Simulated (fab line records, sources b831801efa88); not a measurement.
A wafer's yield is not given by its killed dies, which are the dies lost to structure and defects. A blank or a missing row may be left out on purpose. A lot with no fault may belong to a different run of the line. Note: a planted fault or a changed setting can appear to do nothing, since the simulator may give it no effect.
What tool caused it?	flow gf180mcu	72 wafers from 24 lots sampled at 5 of the route's 602 steps

WHAT THE GAUGES READ, wafer by wafer
GF_M5_CD_MEAS_07 targets a cd of 280 nm. Usual: cdNm at 280.0 nm, with a standard deviation of 1.2.
lot	measured	on	cdNm (nm)	flag
L074	day 26 05:24	cdSem-02	279.0 279.0 279.8	
L075	day 26 11:23	cdSem-01	280.7 280.9 281.2	
L076	day 26 23:28	cdSem-01	282.1 281.0 281.9	
L077	day 27 06:22	cdSem-01	282.2 282.5 283.3	
L078	day 27 12:58	cdSem-01	278.9 278.6 279.6	
L079	day 28 05:43	cdSem-01	280.5 279.8 279.8	
L080	day 28 10:28	cdSem-01	280.9 280.7 280.3	
L081	day 28 12:22	cdSem-01	279.2 278.9 278.5	
L082	day 28 22:50	cdSem-01	280.1 279.8 279.2	
L083	day 29 02:33	cdSem-02	280.1 279.2 278.6	
L084	day 29 11:32	cdSem-01	279.9 280.8 280.4	
L085	day 29 15:20	cdSem-02	279.2 279.2 280.1	
L086	day 29 20:45	cdSem-02	280.2 280.5 281.3	
L087	day 30 13:03	cdSem-02	279.8 279.8 279.0	
L088	day 30 14:39	cdSem-02	277.2 278.5 277.4	
L089	day 30 19:57	cdSem-01	280.9 280.1 281.7	
L090	day 30 23:08	cdSem-01	278.9 279.7 280.2	
L091	day 31 10:14	cdSem-01	280.2 280.2 281.2	
L092	day 31 19:48	cdSem-02	279.4 279.4 279.3	
L093	day 32 01:43	cdSem-02	281.0 278.9 280.2	
L094	day 32 08:16	cdSem-01	280.9 282.3 280.7	
L095	day 32 09:59	cdSem-02	279.8 279.6 279.9	
L097	day 32 22:33	cdSem-02	276.8 278.7 277.0	
L096	day 32 23:55	cdSem-02	278.1 280.1 278.5	

GF_PASSIVATION_THK_MEAS_01. Usual: PASSIVATION_CVD_00_THK typically reads 1005 nm, with standard deviation 14.
lot	measured	on	PASSIVATION_CVD_00_THK (nm)	flag
L074	day 28 02:16	filmMetro-01	990 1005 1015	
L075	day 28 07:16	filmMetro-04	983 993 990	
L076	day 28 18:31	filmMetro-02	993 1002 1003	
L077	day 29 01:56	filmMetro-04	1024 1015 1009	
L078	day 29 08:05	filmMetro-01	1014 990 1024	
L079	day 30 00:37	filmMetro-04	1010 1001 1026	
L080	day 30 04:39	filmMetro-04	1009 1028 1016	
L081	day 30 06:08	filmMetro-01	993 997 1015	
L082	day 30 15:35	filmMetro-01	995 1016 986	
L083	day 30 20:41	filmMetro-01	1007 998 1032	
L084	day 31 04:35	filmMetro-02	999 1028 1015	
L085	day 31 07:41	filmMetro-01	967 991 984	
L086	day 31 13:23	filmMetro-01	984 1013 1030	
L087	day 32 04:28	filmMetro-02	987 1028 1011	
L088	day 32 06:22	filmMetro-04	1003 1012 1010	
L089	day 32 10:16	filmMetro-04	996 986 1000	
L090	day 32 13:24	filmMetro-02	1015 1024 1034	
L091	day 32 23:09	filmMetro-02	992 1013 1021	
L092	day 33 07:31	filmMetro-04	971 1011 1005	
L093	day 33 13:59	filmMetro-04	999 990 991	
L094	day 33 19:56	filmMetro-01	992 995 1004	
L095	day 33 22:53	filmMetro-02	1007 992 1032	
L097	day 34 09:06	filmMetro-04	984 1008 1011	
L096	day 34 11:52	filmMetro-04	996 1006 1024	

EACH LOT AND THE TOOL THAT RAN IT (in order: tool; ch and the chambers of the sampled wafers; start)
lot	GF_V4_SPUTTER_22	GF_MIM_SPUTTER_04	GF_MIM_SPUTTER_07
L074	pvdSputter-04, day 24 09:52	pvdSputter-02, day 24 10:41	pvdSputter-02, day 24 10:49
L075	pvdSputter-04, day 24 14:26	pvdSputter-03, day 24 15:14	pvdSputter-04, day 24 15:22
L076	pvdSputter-01, day 25 04:56	pvdSputter-04, day 25 05:45	pvdSputter-03, day 25 05:53
L077	pvdSputter-04, day 25 11:48	pvdSputter-03, day 25 12:37	pvdSputter-03, day 25 12:44
L078	pvdSputter-02, day 25 18:53	pvdSputter-03, day 25 19:42	pvdSputter-04, day 25 19:50
L079	pvdSputter-01, day 26 11:32	pvdSputter-02, day 26 12:20	pvdSputter-03, day 26 12:28
L080	pvdSputter-02, day 26 17:31	pvdSputter-04, day 26 18:20	pvdSputter-03, day 26 18:28
L081	pvdSputter-01, day 26 19:48	pvdSputter-02, day 26 20:37	pvdSputter-04, day 26 20:45
L082	pvdSputter-04, day 27 05:10	pvdSputter-02, day 27 06:10	pvdSputter-04, day 27 06:17
L083	pvdSputter-02, day 27 09:44	pvdSputter-02, day 27 10:32	pvdSputter-04, day 27 10:40
L084	pvdSputter-04, day 27 19:14	pvdSputter-03, day 27 20:10	pvdSputter-02, day 27 20:18
L085	pvdSputter-02, day 27 23:52	pvdSputter-04, day 28 00:41	pvdSputter-02, day 28 00:49
L086	pvdSputter-02, day 28 04:58	pvdSputter-02, day 28 05:51	pvdSputter-03, day 28 05:59
L087	pvdSputter-04, day 28 21:26	pvdSputter-04, day 28 22:15	pvdSputter-02, day 28 22:26
L088	pvdSputter-04, day 29 00:29	pvdSputter-02, day 29 01:17	pvdSputter-04, day 29 01:25
L089	pvdSputter-01, day 29 06:16	pvdSputter-04, day 29 07:05	pvdSputter-02, day 29 07:13
L090	pvdSputter-02, day 29 10:16	pvdSputter-04, day 29 11:10	pvdSputter-03, day 29 11:17
L091	pvdSputter-01, day 29 20:22	pvdSputter-04, day 29 21:11	pvdSputter-03, day 29 21:19
L092	pvdSputter-02, day 30 08:18	pvdSputter-02, day 30 09:07	pvdSputter-04, day 30 09:16
L093	pvdSputter-02, day 30 13:56	pvdSputter-03, day 30 14:44	pvdSputter-02, day 30 14:52
L094	pvdSputter-04, day 30 20:11	pvdSputter-02, day 30 20:59	pvdSputter-04, day 30 21:07
L095	pvdSputter-01, day 30 22:31	pvdSputter-03, day 30 23:20	pvdSputter-02, day 30 23:28
L097	pvdSputter-04, day 31 11:46	pvdSputter-04, day 31 12:36	pvdSputter-02, day 31 12:44
L096	pvdSputter-04, day 31 13:04	pvdSputter-02, day 31 13:53	pvdSputter-04, day 31 14:01
- GF_V4_SPUTTER_22: material TiN, target thk 10 nm, time 40 s.
- GF_MIM_SPUTTER_04: material TiN, target thk 50 nm, time 41.7 s.
- GF_MIM_SPUTTER_07: material TiN, target thk 60 nm, time 50 s.

AS READ BY THE TOOLS THEMSELVES (means over the sampled wafers that have a number; for cases with no such wafer, the mark the record gives instead)
GF_V4_SPUTTER_22. Usual: throttleValvePct at 30.3 %, with a standard deviation of 1.1.
lot	tool	throttleValvePct (%)	flag
L074	pvdSputter-04	30.0	
L075	pvdSputter-04	29.7	
L076	pvdSputter-01	30.6	
L077	pvdSputter-04	29.9	
L078	pvdSputter-02	31.7	
L079	pvdSputter-01	30.3	
L080	pvdSputter-02	30.0	
L081	pvdSputter-01	30.4	
L082	pvdSputter-04	30.3	
L083	pvdSputter-02	30.6	
L084	pvdSputter-04	29.1	
L085	pvdSputter-02	30.2	
L086	pvdSputter-02	31.7	
L087	pvdSputter-04	29.6	
L088	pvdSputter-04	30.2	
L089	pvdSputter-01	30.4	
L090	pvdSputter-02	30.7	
L091	pvdSputter-01	30.5	
L092	pvdSputter-02	31.1	
L093	pvdSputter-02	31.8	
L094	pvdSputter-04	29.6	
L095	pvdSputter-01	30.3	
L097	pvdSputter-04	29.5	
L096	pvdSputter-04	29.7	

GF_MIM_SPUTTER_04. Usual: throttleValvePct at 30.1 %, with a standard deviation of 1.1.
lot	tool	throttleValvePct (%)	flag
L074	pvdSputter-02	29.8	
L075	pvdSputter-03	29.4	
L076	pvdSputter-04	29.8	
L077	pvdSputter-03	29.5	
L078	pvdSputter-03	30.2	
L079	pvdSputter-02	31.5	
L080	pvdSputter-04	29.4	
L081	pvdSputter-02	30.2	
L082	pvdSputter-02	30.8	
L083	pvdSputter-02	30.9	
L084	pvdSputter-03	30.6	
L085	pvdSputter-04	30.2	
L086	pvdSputter-02	31.8	
L087	pvdSputter-04	28.8	
L088	pvdSputter-02	30.9	
L089	pvdSputter-04	28.9	
L090	pvdSputter-04	29.2	
L091	pvdSputter-04	29.7	
L092	pvdSputter-02	30.0	
L093	pvdSputter-03	29.0	
L094	pvdSputter-02	30.2	
L095	pvdSputter-03	29.6	
L097	pvdSputter-04	29.4	
L096	pvdSputter-02	31.8	

GF_MIM_SPUTTER_07. Usual: throttleValvePct at 30.0 %, with a standard deviation of 1.1.
lot	tool	throttleValvePct (%)	flag
L074	pvdSputter-02	31.1	
L075	pvdSputter-04	29.2	
L076	pvdSputter-03	30.0	
L077	pvdSputter-03	29.5	
L078	pvdSputter-04	28.8	
L079	pvdSputter-03	30.2	
L080	pvdSputter-03	28.9	
L081	pvdSputter-04	29.0	
L082	pvdSputter-04	29.8	
L083	pvdSputter-04	29.0	
L084	pvdSputter-02	31.9	
L085	pvdSputter-02	31.6	
L086	pvdSputter-03	29.0	
L087	pvdSputter-02	31.9	
L088	pvdSputter-04	29.9	
L089	pvdSputter-02	30.9	
L090	pvdSputter-03	30.2	
L091	pvdSputter-03	29.4	
L092	pvdSputter-04	29.8	
L093	pvdSputter-02	30.6	
L094	pvdSputter-04	30.0	
L095	pvdSputter-02	31.0	
L097	pvdSputter-02	31.1	
L096	pvdSputter-04	29.5	

THE ANSWER, worked out from the rows above alone
Rule: lot off if the mean of its wafers having a number is beyond 3 standard deviations from the usual mean. Also off: a lot with no number at a reading for which 4 or more lots have one. Where the step has rows for the other lots, those lots are counted as sound. After the gauges, taken in route order, come the tools' own readings; for these a lot's mean is taken, as printed above. The first step at which some lot is off is used, and at that step the reading that is off furthest; a lot without a number counts as furthest.
Across all readings shown, no lot is off: no conclusion can be drawn from this.

WHAT WAS PUT IN BY THE SIMULATOR
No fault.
